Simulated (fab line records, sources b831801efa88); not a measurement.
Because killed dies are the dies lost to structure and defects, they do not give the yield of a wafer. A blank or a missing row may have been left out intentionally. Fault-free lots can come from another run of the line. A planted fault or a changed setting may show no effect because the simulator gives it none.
A lot that was struck, set against a sound lot    flow sfq-line    26 out of 325 route steps
Sound: wafers L380.1, L380.3, L380.4. Wafers struck: L390.1, L390.3, L390.4. The cause is named last.
At each step with rows: each side's tool, then ch and its chambers, then its first start. Under that, the readings that differ: sound wafers    struck wafers    difference of the means    sigmas: that difference in standard deviations of wafers without a fault.
alike: same words and numbers on both sides, and readings whose means sit less than 2 such deviations apart. not compared: any withheld reading, any reading some wafer has no value for, any bound like >300 that may hide the same value, and any number with overlapping values for which the record gives no deviation.
A row with sigmas, a row that says differs or no value, or rows on one side alone: a step with any of these is where the two part. Numbers that don't overlap but have no deviation are shown without sigmas and don't part them. Lack of a reading on every wafer of one side parts them only where that side has two or more wafers.

SFQ_L0_RS_MEAS_901: measures by four-point-probe.
  sound on film-metro-01, day 1 12:34; struck on film-metro-02, day 3 14:34
  alike: L0_MONX_KI_RS
SFQ_L0_THK_MEAS_902: measures by xrf.
  sound on film-metro-01, day 1 12:41; struck on film-metro-02, day 3 14:41
  alike: L0_MONX_KI_THK
then, 6 steps without rows for these wafers: SFQ_TRILAYER_L0_LITHO_COAT_010 (resist thk 62 nm); SFQ_TRILAYER_L0_LITHO_COAT_005 (resist thk 600 nm); SFQ_TRILAYER_L0_LITHO_SOFTBAKE_009; SFQ_TRILAYER_L0_LITHO_EXPOSE_006 (exposes mask L0, target cd 2000 nm); SFQ_TRILAYER_L0_LITHO_PEB_008 (peb time 60 s); SFQ_TRILAYER_L0_LITHO_DEVELOP_007 (time 60 s).
-- the record jumps here: 2 days lie between the struck wafers' starts before and after --
SFQ_TRILAYER_L0_BARC_OPEN_METAL_ETCH_010: etches BARC in O2, target depth 125 nm, time 41.7 s.
  sound on rie-metal-02 ch 0,1, day 3 13:10; struck on rie-metal-04 ch 0,1, day 5 14:55
reading                      sound        struck       difference  sigmas
drypump-motor-current-A (A)  5.4 4.7 5.4  6.2 6.1 5.7  +0.8        +2
  alike: he-backside-leak-sccm, oes-product-au
  not compared: rf-hours-counter-h
SFQ_TRILAYER_L0_ETCH_METAL_ETCH_008: etches MoNx KI in SF6/O2, stops on SiO2, target depth 50 nm, time 25 s.
  sound on rie-metal-02 ch 0,1, day 3 13:13; struck on rie-metal-04 ch 0,1, day 5 14:58
reading                      sound        struck       difference  sigmas
drypump-motor-current-A (A)  5.4 4.7 5.4  6.1 6.1 5.6  +0.8        +2
  alike: he-backside-leak-sccm, oes-product-au
  not compared: rf-hours-counter-h
SFQ_TRILAYER_L0_STRIP_STRIP_009: strips in O2.
  sound on rie-metal-02 ch 0,1, day 3 13:16; struck on rie-metal-04 ch 0,1, day 5 15:01
reading                      sound        struck       difference  sigmas
drypump-motor-current-A (A)  5.4 4.7 5.4  6.1 6.1 5.7  +0.8        +2
  alike: he-backside-leak-sccm, oes-product-au
  not compared: rf-hours-counter-h
then, 1 step without rows for these wafers: SFQ_TRILAYER_L0_STRIP_SOLV_CLEAN_010 (cleans in NMP, time 600 s).
SFQ_TRILAYER_L0_CAP_PECVD_011: deposits SiO2 from SiH4/N2O, time 13.333 s, target thk 60 nm.
  sound on pecvd-01 ch 0,2, day 3 14:02; struck on pecvd-01 ch 0,1, day 5 15:47
reading                                              sound              struck             difference  sigmas
rf-fwd-power-W (W)                                   180.4 181.8 180.4  254.3 252.6 252.8  +72.4       +92
showerhead-vpp-V (V)                                 803 803 817        940 946 950        +138        +4
model.SiO2_of_TRILAYER_L0_CAP_PECVD_011.thk-nm (nm)  59.34 59.6 60.28   65.53 67.21 67.68  +7.07       
  alike: heater-power-outer-w, heater-power-w, throttle-valve-pct
then, 6 steps without rows for these wafers: SFQ_TRILAYER_L0_VIA_LITHO_COAT_018 (resist thk 62 nm); SFQ_TRILAYER_L0_VIA_LITHO_COAT_013 (resist thk 650 nm); SFQ_TRILAYER_L0_VIA_LITHO_SOFTBAKE_017; SFQ_TRILAYER_L0_VIA_LITHO_EXPOSE_014 (exposes mask L0V, target cd 700 nm); SFQ_TRILAYER_L0_VIA_LITHO_PEB_016 (peb time 60 s); SFQ_TRILAYER_L0_VIA_LITHO_DEVELOP_015 (time 60 s).
SFQ_L0V_OVL_MEAS_903:
  sound on overlay-02, day 5 10:25; struck on overlay-01, day 7 12:55
  alike: L0V_OVL
SFQ_TRILAYER_L0_VIA_BARC_OPEN_VIA_ETCH_021: etches BARC in O2, target depth 125 nm, time 41.7 s.
  sound on rie-diel-04 ch 0,1,3, day 5 10:27; struck on rie-diel-03 ch 1,2,3, day 7 12:57
  alike: drypump-motor-current-A, oes-product-au
  not compared: rf-hours-counter-h
SFQ_TRILAYER_L0_VIA_ETCH_VIA_ETCH_016: etches SiO2 in CHF3, stops on MoNx KI, target depth 80 nm.
  sound on rie-diel-04 ch 0,1,3, day 5 10:29; struck on rie-diel-03 ch 1,2,3, day 7 12:59
reading                          sound              struck             difference  sigmas
oes-product-au (a.u.)            0.828 0.827 0.845  0.889 0.905 0.895  +0.063      +8
model.etch.depth-nm (nm)         59.34 59.6 60.28   65.52 67.21 67.68  +7.06       
model.L0V.feature-depth-nm (nm)  59.34 59.6 60.28   65.52 67.21 67.68  +7.06       
  alike: drypump-motor-current-A
then, 2 steps without rows for these wafers: SFQ_TRILAYER_L0_VIA_STRIP_STRIP_017 (strips in O2); SFQ_TRILAYER_L0_VIA_STRIP_SOLV_CLEAN_018 (cleans in NMP, time 600 s).
SFQ_TRILAYER_M0_DEP_PRE_CLEAN_020: time 15 s.
  sound on pvd-sputter-06, day 5 11:19; struck on pvd-sputter-04, day 7 13:49
reading                                              sound             struck             difference  sigmas
model.SiO2_of_TRILAYER_L0_CAP_PECVD_011.thk-nm (nm)  54.34 54.6 55.28  60.52 62.21 62.68  +7.06       
  alike: bias-v
SFQ_TRILAYER_M0_DEP_SPUTTER_019: material Nb, target thk 200 nm, time 133.3 s.
  sound on pvd-sputter-06, day 5 11:20; struck on pvd-sputter-04, day 7 13:50
  alike: base-pressure-pa, resputter-cathode-voltage-v, throttle-valve-pct

## WHERE THEY PART
Last at SFQ_TRILAYER_L0_VIA_ETCH_VIA_ETCH_016 as far as this record goes, first at SFQ_TRILAYER_L0_BARC_OPEN_METAL_ETCH_010. Later steps at which nothing parts them and some readings are alike: SFQ_TRILAYER_M0_DEP_PRE_CLEAN_020, SFQ_TRILAYER_M0_DEP_SPUTTER_019.

WHY: whatever the simulator had introduced
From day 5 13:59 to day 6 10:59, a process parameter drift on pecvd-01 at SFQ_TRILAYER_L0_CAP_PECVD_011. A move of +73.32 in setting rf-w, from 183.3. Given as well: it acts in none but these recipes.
